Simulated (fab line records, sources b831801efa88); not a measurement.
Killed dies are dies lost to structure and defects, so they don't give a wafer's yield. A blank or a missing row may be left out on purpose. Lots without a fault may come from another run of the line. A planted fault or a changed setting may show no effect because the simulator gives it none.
fab line records | flow sky130
record lots=12 wafers=36 last_day=50
route steps=708 shown POLY_CUT@318 SD_P@327 SD_N@348 LI_CONTACT@381
lots that met no fault: from a run of the same line without faults
start_h: hours from the record's first day to the start of the lot's first wafer shown | wait_h: hours since the lot's step before | " the same as in the row above | L1.1+2: a row that stands for several wafers | - no value, or no start given | * or withheld: withheld | < > ~ a bound
route shown NAME@n: a module of which the file shows steps, and the number in the route of the first | usual: mean/standard deviation of fault-free wafers | same: alike in all rows | chamber/n: place in a boat | sites: the reading at each site | _std_site: their standard deviation | _edge_site: outer sites' mean less inner sites' | radius_mm: how far each site lies from the wafer's centre | mask NAME#n: copy n | behind: the tool/chamber that last shaped the wafer | hold: why the lot was held/for how many hours/how that ended | device: the transistor (n, p or np) that didn't switch | end of line: the same wafers' tests at the end of the route | a step without rows: its recipe alone | killed: dies lost to structure and defects at the first sort, not the wafer's yield | map: a wafer's dies, x killed, . not, _ none there
set.NAME: the setting as run; set.NAME@STEP: as run at that earlier step | model.NAME: the simulator's own value behind a step, which no gauge read
steps of the route over a sample of lots; a table a step, a row a wafer
services: from which hour (start_h, from the record's first day; less than 0 if before it) a tool's chamber was out of use, for how many hours, and why
## steps
# step SKY_POLY_CUT_ETCH_11
# recipe target=Si3N4 chemistry=CF4/CH2F2/Ar stop_on=poly-Si source_w=600 bias_w=150 pressure_mtorr=40 cf4_flow_sccm=40 ch2f2_flow_sccm=20 Ar_flow_sccm=150 time_s=42.5 target_depth_a=600
# usual drypump_motor_current_A=5.4/0.45 oes_product_au=0.831/0.006 rf_fwd_power_W=592.9/2.8 throttle_valve_pct=14.994/0.0097
# columns lot.wafer tool chamber start_h wait_h drypump_motor_current_A oes_product_au rf_fwd_power_W rf_hours_counter_h throttle_valve_pct
L939.1 rie_diel-03 3 570.61 0.0 5.8 0.835 597.4 36 14.987
L939.2 " 0 " " 6.1 0.826 592.6 65 14.985
L939.6 " 2 " " 5.4 0.818 593.0 - 14.990
L941.1 rie_diel-01 0 580.37 0.0 5.3 0.833 590.5 32 14.997
L941.2 " 2 " " 5.9 0.835 593.2 82 15.010
L941.3 " 3 " " 5.0 0.838 592.6 58 14.975
L942.2 rie_diel-01 1 631.26 0.0 5.5 0.833 593.9 1 14.997
L942.5 " 3 " " 5.0 0.837 592.6 - 14.999
L942.6 " 0 " " 5.4 0.834 590.2 - 14.986
L944.1 rie_diel-01 3 633.32 0.0 5.0 0.822 592.1 60 14.987
L944.3 " 0 " " 5.3 0.828 587.2 33 14.992
L944.4 " 1 " " 5.5 0.829 594.7 1 15.006
L947.1 rie_diel-01 1 643.17 0.0 5.6 0.846 593.3 1 15.010
L947.3 " 2 " " 5.9 0.840 594.3 1 15.014
L947.6 " 3 " " 5.0 0.833 594.4 - 14.985
L946.1 rie_diel-03 3 645.29 0.0 5.8 0.820 594.7 37 14.985
L946.3 " 3 " " 5.8 0.826 594.2 - 14.979
L946.6 " 3 " " 5.8 0.830 593.4 - 14.993
L949.1 rie_diel-03 0 661.72 0.0 6.1 0.834 591.3 0 15.002
L949.2 " 2 " " 5.4 0.834 594.5 8 14.995
L949.6 " 1 " " 4.6 0.834 587.4 - 14.983
L954.1 rie_diel-04 3 723.81 0.0 5.9 0.838 590.5 10 14.990
L954.3 " 0 " " 4.8 0.838 595.1 50 15.012
L954.5 " 0 " " 4.8 0.838 597.1 - 14.996
L956.2 rie_diel-01 2 737.00 0.0 5.9 0.828 595.5 3 15.006
L956.3 " 0 " " 5.4 0.829 587.1 36 14.986
L956.4 " 1 " " 5.5 0.825 590.4 - 14.997
L958.3 rie_diel-04 1 748.45 0.0 5.4 0.832 596.7 10 14.986
L958.4 " 2 " " 5.0 0.828 594.2 - 14.998
L958.5 " 3 " " 5.9 0.833 590.6 - 14.987
L959.1 rie_diel-04 3 750.36 0.0 5.9 0.826 591.3 11 14.999
L959.3 " 2 " " 5.0 0.825 595.3 15 14.984
L959.5 " 1 " " 5.5 0.829 597.0 - 14.991
L960.1 rie_diel-01 1 772.95 0.0 5.5 0.822 594.6 5 14.986
L960.2 " 3 " " 5.0 0.826 592.2 0 14.985
L960.3 " 0 " " 5.4 0.826 590.7 37 14.992
# step SKY_SD_P_CD_MEAS_07
# recipe target_cd_nm=380
# usual cd_nm=380.1/2.4
# columns lot.wafer tool chamber start_h wait_h cd_nm
L939.1 cd_sem-02 - 599.52 0.1 381.4
L939.2 " - " " 382.5
L939.6 " - " " 382.6
L941.1 cd_sem-01 - 610.07 0.1 386.7
L941.2 " - " " 386.1
L941.3 " - " " 387.4
L942.2 cd_sem-02 - 659.44 0.1 381.0
L942.5 " - " " 378.9
L942.6 " - " " 381.3
L944.1 cd_sem-02 - 661.95 0.1 378.4
L944.3 " - " " 378.5
L944.4 " - " " 377.8
L947.1 cd_sem-01 - 671.25 0.1 378.0
L947.3 " - " " 378.8
L947.6 " - " " 379.8
L946.1 cd_sem-01 - 673.11 0.1 381.0
L946.3 " - " " 379.3
L946.6 " - " " 381.6
L949.1 cd_sem-02 - 688.85 0.1 380.8
L949.2 " - " " 380.7
L949.6 " - " " 380.1
L954.1 cd_sem-01 - 750.61 0.1 376.4
L954.3 " - " " 378.0
L954.5 " - " " 380.4
L956.2 cd_sem-01 - 763.22 0.1 380.3
L956.3 " - " " 380.3
L956.4 " - " " 379.6
L958.3 cd_sem-01 - 776.12 0.2 381.9
L958.4 " - " " 382.0
L958.5 " - " " 380.0
L959.1 cd_sem-01 - 777.23 0.2 380.3
L959.3 " - " " 381.9
L959.5 " - " " 383.4
L960.1 cd_sem-01 - 798.57 0.1 381.0
L960.2 " - " " 379.6
L960.3 " - " " 383.6
# step SKY_SD_N_DEVELOP_06
# recipe resist=NOVOLAK developer=TMAH develop_time_s=60 dev_temp_c=23
# usual chill_plate_temp_C=22.99/0.1
# columns lot.wafer tool chamber start_h wait_h chill_plate_temp_C
L939.1 litho_track-02 0 657.10 0.1 23.08
L939.2 " 0 " " 23.04
L939.6 " 0 " " 23.01
L941.1 litho_track-02 0 668.00 0.1 23.06
L941.2 " 0 " " 23.04
L941.3 " 0 " " 23.24
L942.2 litho_track-03 0 715.18 0.1 23.04
L942.5 " 0 " " 22.92
L942.6 " 0 " " 23.02
L944.1 litho_track-02 0 717.50 0.1 23.00
L944.3 " 0 " " 23.02
L944.4 " 0 " " 23.12
L947.1 litho_track-02 0 725.80 0.1 22.89
L947.3 " 0 " " 23.11
L947.6 " 0 " " 23.05
L946.1 litho_track-01 0 728.61 0.1 23.04
L946.3 " 0 " " 22.90
L946.6 " 0 " " 23.00
L949.1 litho_track-02 0 743.00 0.1 22.96
L949.2 " 0 " " 23.14
L949.6 " 0 " " 22.88
L954.1 litho_track-02 0 803.90 0.1 23.02
L954.3 " 0 " " 22.94
L954.5 " 0 " " 22.94
L956.2 litho_track-02 0 814.92 0.1 22.94
L956.3 " 0 " " 22.98
L956.4 " 0 " " 22.94
L958.3 litho_track-02 0 828.55 0.1 22.82
L958.4 " 0 " " 22.95
L958.5 " 0 " " 22.77
L959.1 litho_track-01 0 829.91 0.1 22.95
L959.3 " 0 " " 22.85
L959.5 " 0 " " 22.98
L960.1 litho_track-01 0 850.66 0.1 22.93
L960.2 " 0 " " 22.82
L960.3 " 0 " " 22.92
# step SKY_SD_N_CD_MEAS_07
# recipe target_cd_nm=380
# usual cd_nm=379.7/2.6
# columns lot.wafer tool chamber start_h wait_h cd_nm
L939.1 cd_sem-01 - 657.25 0.1 381.2
L939.2 " - " " 382.9
L939.6 " - " " 380.3
L941.1 cd_sem-02 - 668.15 0.1 377.5
L941.2 " - " " 375.5
L941.3 " - " " 376.8
L942.2 cd_sem-01 - 715.33 0.1 376.6
L942.5 " - " " 375.3
L942.6 " - " " 377.7
L944.1 cd_sem-01 - 717.65 0.1 382.3
L944.3 " - " " 377.8
L944.4 " - " " 380.7
L947.1 cd_sem-02 - 725.95 0.1 378.6
L947.3 " - " " 380.7
L947.6 " - " " 378.6
L946.1 cd_sem-01 - 728.76 0.1 381.3
L946.3 " - " " 381.0
L946.6 " - " " 382.7
L949.1 cd_sem-01 - 743.15 0.1 384.3
L949.2 " - " " 382.6
L949.6 " - " " 384.1
L954.1 cd_sem-02 - 804.05 0.1 378.9
L954.3 " - " " 376.4
L954.5 " - " " 379.5
L956.2 cd_sem-01 - 815.07 0.1 390.4
L956.3 " - " " 393.9
L956.4 " - " " 390.9
L958.3 cd_sem-02 - 828.69 0.1 390.4
L958.4 " - " " 387.5
L958.5 " - " " 389.9
L959.1 cd_sem-01 - 830.06 0.1 378.3
L959.3 " - " " 378.8
L959.5 " - " " 376.8
L960.1 cd_sem-01 - 850.81 0.1 383.2
L960.2 " - " " 382.8
L960.3 " - " " 381.1
# step SKY_LI_CONTACT_SPUTTER_19
# recipe material=Ti target_thk_nm=20 chamber_pressure_pa=5 power_w=2500 substrate_temp_c=200 time_s=106.37
# usual throttle_valve_pct=29.7/0.96
# columns lot.wafer tool chamber start_h wait_h throttle_valve_pct
L939.1 pvd_sputter-03 - 687.14 0.0 29.2
L939.2 " - " " 28.1
L939.6 " - " " 32.0
L941.1 pvd_sputter-03 - 701.33 0.0 31.9
L941.2 " - " " 29.5
L941.3 " - " " 30.1
L942.2 pvd_sputter-03 - 745.28 0.0 29.3
L942.5 " - " " 27.8
L942.6 " - " " 30.0
L944.1 pvd_sputter-02 - 747.54 0.0 29.3
L944.3 " - " " 30.3
L944.4 " - " " 29.1
L947.1 pvd_sputter-02 - 753.89 0.0 29.3
L947.3 " - " " 29.3
L947.6 " - " " 29.2
L946.1 pvd_sputter-02 - 756.63 0.0 29.2
L946.3 " - " " 30.4
L946.6 " - " " 29.9
L949.1 pvd_sputter-02 - 770.94 0.0 30.0
L949.2 " - " " 29.4
L949.6 " - " " 29.4
L954.1 pvd_sputter-03 - 833.00 0.0 29.2
L954.3 " - " " 27.8
L954.5 " - " " 32.0
L956.2 pvd_sputter-02 - 844.53 0.0 29.4
L956.3 " - " " 30.3
L956.4 " - " " 29.3
L958.3 pvd_sputter-03 - 857.38 0.0 27.9
L958.4 " - " " 29.4
L958.5 " - " " 30.2
L959.1 pvd_sputter-02 - 858.09 0.0 29.4
L959.3 " - " " 29.6
L959.5 " - " " 30.3
L960.1 pvd_sputter-02 - 878.29 0.0 29.4
L960.2 " - " " 29.2
L960.3 " - " " 30.3
## services
# columns tool chamber start_h hours kind
rie_diel-03 2 551.98 8.7 repair
rie_diel-01 - 588.39 2.8 pm
rie_diel-04 0 595.25 3.4 repair
rie_diel-03 1 640.09 6.4 repair
rie_diel-03 0 641.65 11.6 repair
rie_diel-04 2 664.81 1.4 repair
rie_diel-04 2 669.42 6.3 repair
rie_diel-03 1 671.64 10.9 repair
rie_diel-03 0 689.62 3.2 repair
rie_diel-01 3 690.20 9.1 repair
rie_diel-04 3 694.70 6.7 repair
rie_diel-01 - 703.18 2.4 repair
pvd_sputter-02 - 714.69 1.1 repair
rie_diel-01 3 716.83 9.0 repair
rie_diel-01 3 735.48 5.8 repair
rie_diel-01 2 758.08 2.6 repair
rie_diel-04 - 769.88 1.2 repair
rie_diel-04 3 786.70 6.9 repair
rie_diel-03 0 789.38 15.6 repair
rie_diel-01 3 790.57 11.1 repair
rie_diel-01 0 806.01 16.1 repair
rie_diel-03 3 845.05 2.0 repair
pvd_sputter-02 - 850.07 1.9 repair
rie_diel-01 - 863.41 0.3 repair
## key
first_sign step=SKY_SD_N_CD_MEAS_07 reading=cd_nm direction=up sigmas=4.1 usual=379.7 struck=390.5
effect none on later readings
met_at SKY_SD_N_DEVELOP_06
struck_lots L956,L958
tester_left_out L956,L958
not_acting_at SKY_POLY_CUT_ETCH_11,SKY_SD_P_CD_MEAS_07,SKY_LI_CONTACT_SPUTTER_19
onset_between 803.90 814.92
fault kind=process_parameter_drift tool=litho_track-02 chamber=- onset_h=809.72 steps=SKY_SD_N_DEVELOP_06 channel=develop_time_s offset=* shape=step end_h=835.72 acts_in=* stated=*
# tester_left_out: of these lots the tester's yield and bins aren't shown, on N5 and GAA mostly nor the transistor test; their killed dies are dies lost to structure and defects alone, not to doping, threshold or leakage, so they don't give the yield
